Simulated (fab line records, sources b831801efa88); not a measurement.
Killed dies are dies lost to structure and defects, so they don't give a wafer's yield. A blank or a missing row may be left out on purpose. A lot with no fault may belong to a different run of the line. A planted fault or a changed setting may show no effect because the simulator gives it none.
A sampling plan put to the test ; flow gf180mcu ; one line in one fab, 11 faults in these records, each fault weighed on the records of the lots it struck
The plan consists of the line's own looks: route steps at which the wafer is read by a gauge or an inspection but not changed. Where struck wafers have a number at a look and the file lists that look's usual mean and standard deviation on fault-free wafers, the look can be judged. Caught: at a look after the fault's first step, the mean of the struck wafers lies 4 or more of those standard deviations (sigma) from the usual mean. On the tool: here the same test is run on the tool's own readings at the fault's steps. Also counted as caught: the struck wafers showing another recipe, or a record that is empty for them alone.

== THE FAULTS, as the simulator had put them in ==
1. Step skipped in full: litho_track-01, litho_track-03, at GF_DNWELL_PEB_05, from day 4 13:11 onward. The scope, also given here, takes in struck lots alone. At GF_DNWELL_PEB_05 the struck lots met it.
2. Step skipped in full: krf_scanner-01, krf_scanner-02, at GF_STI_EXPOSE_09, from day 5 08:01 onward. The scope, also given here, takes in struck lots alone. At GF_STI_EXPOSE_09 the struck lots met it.
3. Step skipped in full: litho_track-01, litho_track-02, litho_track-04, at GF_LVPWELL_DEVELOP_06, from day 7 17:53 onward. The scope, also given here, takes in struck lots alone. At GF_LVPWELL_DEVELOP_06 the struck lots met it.
4. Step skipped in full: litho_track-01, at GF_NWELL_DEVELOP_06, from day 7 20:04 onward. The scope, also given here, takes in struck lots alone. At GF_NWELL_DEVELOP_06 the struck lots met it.
5. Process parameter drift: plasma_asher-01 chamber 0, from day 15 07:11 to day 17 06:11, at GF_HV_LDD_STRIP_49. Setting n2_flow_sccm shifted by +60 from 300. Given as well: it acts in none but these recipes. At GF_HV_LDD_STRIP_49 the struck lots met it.
6. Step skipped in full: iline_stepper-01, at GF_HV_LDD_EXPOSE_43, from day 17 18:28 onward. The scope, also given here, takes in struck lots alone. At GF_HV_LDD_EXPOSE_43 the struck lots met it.
7. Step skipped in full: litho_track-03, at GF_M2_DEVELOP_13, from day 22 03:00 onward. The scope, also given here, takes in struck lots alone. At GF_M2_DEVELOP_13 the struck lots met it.
8. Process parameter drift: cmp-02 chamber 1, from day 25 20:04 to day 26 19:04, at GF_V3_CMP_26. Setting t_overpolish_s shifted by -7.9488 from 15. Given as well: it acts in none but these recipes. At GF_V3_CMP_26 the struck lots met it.
9. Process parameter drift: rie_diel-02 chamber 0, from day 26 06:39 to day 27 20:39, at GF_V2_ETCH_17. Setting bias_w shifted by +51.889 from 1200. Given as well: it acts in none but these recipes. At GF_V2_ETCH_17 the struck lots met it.
10. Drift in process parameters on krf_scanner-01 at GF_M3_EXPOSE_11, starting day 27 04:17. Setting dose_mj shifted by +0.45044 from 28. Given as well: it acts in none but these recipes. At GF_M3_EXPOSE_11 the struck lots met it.
11. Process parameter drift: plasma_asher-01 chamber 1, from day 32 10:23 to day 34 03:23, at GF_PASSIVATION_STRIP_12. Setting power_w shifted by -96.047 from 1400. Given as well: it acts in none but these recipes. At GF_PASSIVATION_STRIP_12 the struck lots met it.

== WHAT THE PLAN SAW ==
fault;on the tool itself;first look that catches it;reading, sigma;median hours from its first step to that look;hours from the fault's start to the first struck lot there;judged looks passed uncaught
1;the tool's record is blank for the struck wafers;not the one look that can be judged after it;-;-;-;1
2;no reading that can be judged;no look after it can be judged;-;-;-;0
3;the tool's record is blank for the struck wafers;not the one look that can be judged after it;-;-;-;1
4;the tool's record is blank for the struck wafers;not the one look that can be judged after it;-;-;-;1
5;n2_flow_sccm +73 sigma;not the one look that can be judged after it;-;-;-;1
6;no reading that can be judged;no look after it can be judged;-;-;-;0
7;the tool's record is blank for the struck wafers;no look after it can be judged;-;-;-;0
8;overpolish_run_s -99 or beyond sigma;none of the 2 looks that can be judged after it;-;-;-;2
9;bias_w +13 sigma;no look after it can be judged;-;-;-;0
10;exposure_dose_mJ_cm2 +11 sigma;no look after it can be judged;-;-;-;0
11;oes_product_au -6.4 sigma;no look after it can be judged;-;-;-;0
A dash: the fault isn't caught, or these records don't give the number.

Caught at a look: 0 of 11. Caught on the tool: 9 of 11. By one or the other: 9 of 11.
Faults caught by the tool alone: 1, 3, 4, 5, 7, 8, 9, 10, 11.
Caught by neither: faults 2, 6.
